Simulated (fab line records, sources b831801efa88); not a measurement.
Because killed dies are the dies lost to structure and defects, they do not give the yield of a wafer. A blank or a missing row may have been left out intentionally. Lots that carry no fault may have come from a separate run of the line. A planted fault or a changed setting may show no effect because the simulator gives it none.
Which tool was responsible?    flow sky130    30 wafers from 10 lots sampled at 6 of the route's 708 steps

## WHAT THE GAUGES SHOWED, per wafer
SKY_LOCAL_INTERCONNECT_THK_MEAS_02: measures by xrf. Usual: LOCAL_INTERCONNECT_TIN_THK gives 101.7 nm (standard deviation 1.1).
lot   measured      on            LOCAL_INTERCONNECT_TIN_THK (nm)  flag
L380  day 29 23:22  filmMetro-01  101.8 101.6 101.4                
L381  day 30 02:28  filmMetro-01  103.1 102.4 102.1                
L383  day 30 07:08  filmMetro-02  103.1 102.0 103.5                
L387  day 32 06:07  filmMetro-02  102.4 102.0 102.9                
L394  day 34 04:07  filmMetro-02  99.4 99.9 99.1                   
L396  day 34 11:37  filmMetro-01  103.0 102.9 103.9                
L395  day 34 17:37  filmMetro-01  102.7 101.8 101.7                
L397  day 35 00:59  filmMetro-02  101.6 102.0 101.8                
L400  day 35 19:27  filmMetro-03  102.8 103.5 100.9                
L401  day 36 02:51  filmMetro-02  102.3 102.6 102.6                

SKY_CAPM_RS_MEAS_03: measurement is done with a four-point probe. Usual: CAPM_TIN_RS gives 6.92 ohm/sq (standard deviation 0.084).
lot   measured      on            CAPM_TIN_RS (ohm/sq)  flag
L380  day 37 01:44  filmMetro-03  6.83 6.92 6.85        
L381  day 37 04:49  filmMetro-04  6.96 7.05 6.99        
L383  day 37 09:06  filmMetro-02  7.02 6.87 6.95        
L387  day 39 02:45  filmMetro-03  6.86 6.76 6.65        
L394  day 40 20:40  filmMetro-02  6.96 6.99 6.93        
L396  day 41 04:40  filmMetro-04  6.89 6.85 6.97        
L395  day 41 09:31  filmMetro-02  6.97 7.07 6.98        
L397  day 41 15:06  filmMetro-02  6.79 6.89 6.93        
L400  day 42 08:53  filmMetro-04  6.95 6.83 6.93        
L401  day 42 14:48  filmMetro-04  6.87 6.78 6.79        

SKY_CAPM_THK_MEAS_04: measures by xrf. Usual: CAPM_TIN_THK gives 202.7 nm (standard deviation 2.7).
lot   measured      on            CAPM_TIN_THK (nm)  flag
L380  day 37 01:50  filmMetro-03  205.4 202.9 205.1  
L381  day 37 04:55  filmMetro-04  200.0 197.0 199.2  
L383  day 37 09:13  filmMetro-02  198.4 204.1 201.4  
L387  day 39 02:52  filmMetro-03  205.2 208.6 212.3  
L394  day 40 20:46  filmMetro-02  201.7 201.7 202.3  
L396  day 41 04:47  filmMetro-04  201.8 201.8 199.0  
L395  day 41 09:38  filmMetro-02  201.9 198.5 202.0  
L397  day 41 15:13  filmMetro-02  207.5 203.9 202.5  
L400  day 42 09:00  filmMetro-04  200.9 204.3 201.1  
L401  day 42 14:55  filmMetro-04  202.4 207.1 206.6  

## WHICH TOOL RAN EACH LOT (tool, then ch and the chambers of the sampled wafers, then the start)
lot   SKY_CONTACT_ETCH_16                SKY_CONTACT_ETCH_17                SKY_CAPM_SPUTTER_02
L380  rieDiel-02 ch 2,3, day 32 08:59    rieDiel-02 ch 2,3, day 32 09:02    pvdSputter-02, day 37 01:35
L381  rieDiel-02 ch 0,2,3, day 32 12:14  rieDiel-02 ch 0,2,3, day 32 12:17  pvdSputter-04, day 37 04:40
L383  rieDiel-03 ch 0,2,3, day 32 16:17  rieDiel-03 ch 0,2,3, day 32 16:20  pvdSputter-04, day 37 08:59
L387  rieDiel-03 ch 0,1,3, day 34 13:14  rieDiel-03 ch 0,1,3, day 34 13:17  pvdSputter-02, day 39 02:38
L394  rieDiel-03 ch 0,1,3, day 36 09:11  rieDiel-03 ch 0,1,3, day 36 09:14  pvdSputter-04, day 40 20:32
L396  rieDiel-01 ch 0,3, day 36 17:35    rieDiel-01 ch 0,3, day 36 17:38    pvdSputter-04, day 41 04:33
L395  rieDiel-01 ch 0,1, day 36 22:46    rieDiel-01 ch 0,1, day 36 22:49    pvdSputter-04, day 41 09:25
L397  rieDiel-03 ch 0,2, day 37 05:31    rieDiel-03 ch 0,2, day 37 05:34    pvdSputter-01, day 41 14:58
L400  rieDiel-02 ch 1,3, day 38 00:01    rieDiel-02 ch 1,3, day 38 00:04    pvdSputter-01, day 42 08:46
L401  rieDiel-03 ch 0,1,3, day 38 06:25  rieDiel-03 ch 0,1,3, day 38 06:28  pvdSputter-01, day 42 14:40
- SKY_CONTACT_ETCH_16: etches BARC in N2/H2, stops on SiO2, time 45.9 s, target depth 60 nm.
- SKY_CONTACT_ETCH_17: etches SiO2 in C4F8/O2/Ar, stops on Si3N4, target depth 340 nm.
- SKY_CAPM_SPUTTER_02: material TiN, target thk 200 nm, time 166.7 s.

## AS READ BY THE TOOLS THEMSELVES (means over the sampled wafers that have a number; for cases with no such wafer, the mark the record gives instead)
SKY_CONTACT_ETCH_16. Usual: drypumpMotorCurrentA 5.8 A, standard deviation 0.35; oesProductAu 0.854 a.u., standard deviation 0.0041; throttleValvePct 13.224 %, standard deviation 0.0096.
lot   tool        drypumpMotorCurrentA (A)  oesProductAu (a.u.)  throttleValvePct (%)  flag
L380  rieDiel-02  5.6                       0.855                13.222                
L381  rieDiel-02  5.8                       0.853                13.218                
L383  rieDiel-03  6.1                       0.851                13.220                
L387  rieDiel-03  5.8                       0.858                13.224                
L394  rieDiel-03  5.8                       0.854                13.235                
L396  rieDiel-01  6.0                       0.853                13.222                
L395  rieDiel-01  5.6                       0.855                13.217                
L397  rieDiel-03  6.3                       0.851                13.219                
L400  rieDiel-02  6.0                       0.853                13.227                
L401  rieDiel-03  5.8                       0.856                13.229                

SKY_CONTACT_ETCH_17. Usual: 0.891 a.u. for oesProductAu, sd 0.005.
lot   tool        oesProductAu (a.u.)  flag
L380  rieDiel-02  0.889                
L381  rieDiel-02  0.883                
L383  rieDiel-03  0.898                
L387  rieDiel-03  0.893                
L394  rieDiel-03  0.890                
L396  rieDiel-01  0.893                
L395  rieDiel-01  0.892                
L397  rieDiel-03  0.891                
L400  rieDiel-02  0.891                
L401  rieDiel-03  0.890                

SKY_CAPM_SPUTTER_02. Usual: 29.9 % for throttleValvePct, sd 1.4.
lot   tool           throttleValvePct (%)  flag
L380  pvdSputter-02  30.4                  
L381  pvdSputter-04  29.2                  
L383  pvdSputter-04  30.9                  
L387  pvdSputter-02  29.9                  
L394  pvdSputter-04  29.2                  
L396  pvdSputter-04  29.3                  
L395  pvdSputter-04  29.9                  
L397  pvdSputter-01  30.1                  
L400  pvdSputter-01  30.4                  
L401  pvdSputter-01  29.7                  

## THE ANSWER, worked out from the rows above alone
Rule: a lot is off if the mean of its wafers that have a number lies more than 3 standard deviations from the usual mean. Also off: a lot with no number at a reading for which 4 or more lots have one. All remaining lots with rows at the step are treated as sound. Order of review: gauges by route order, followed by the tools' own readings, for which a lot's mean as printed above is used. The first step at which some lot is off is used, and at that step the reading that is off furthest; a lot without a number counts as furthest.
Across all readings shown, no lot is off: no conclusion can be drawn from this.

## WHAT THE SIMULATOR HAD INSERTED
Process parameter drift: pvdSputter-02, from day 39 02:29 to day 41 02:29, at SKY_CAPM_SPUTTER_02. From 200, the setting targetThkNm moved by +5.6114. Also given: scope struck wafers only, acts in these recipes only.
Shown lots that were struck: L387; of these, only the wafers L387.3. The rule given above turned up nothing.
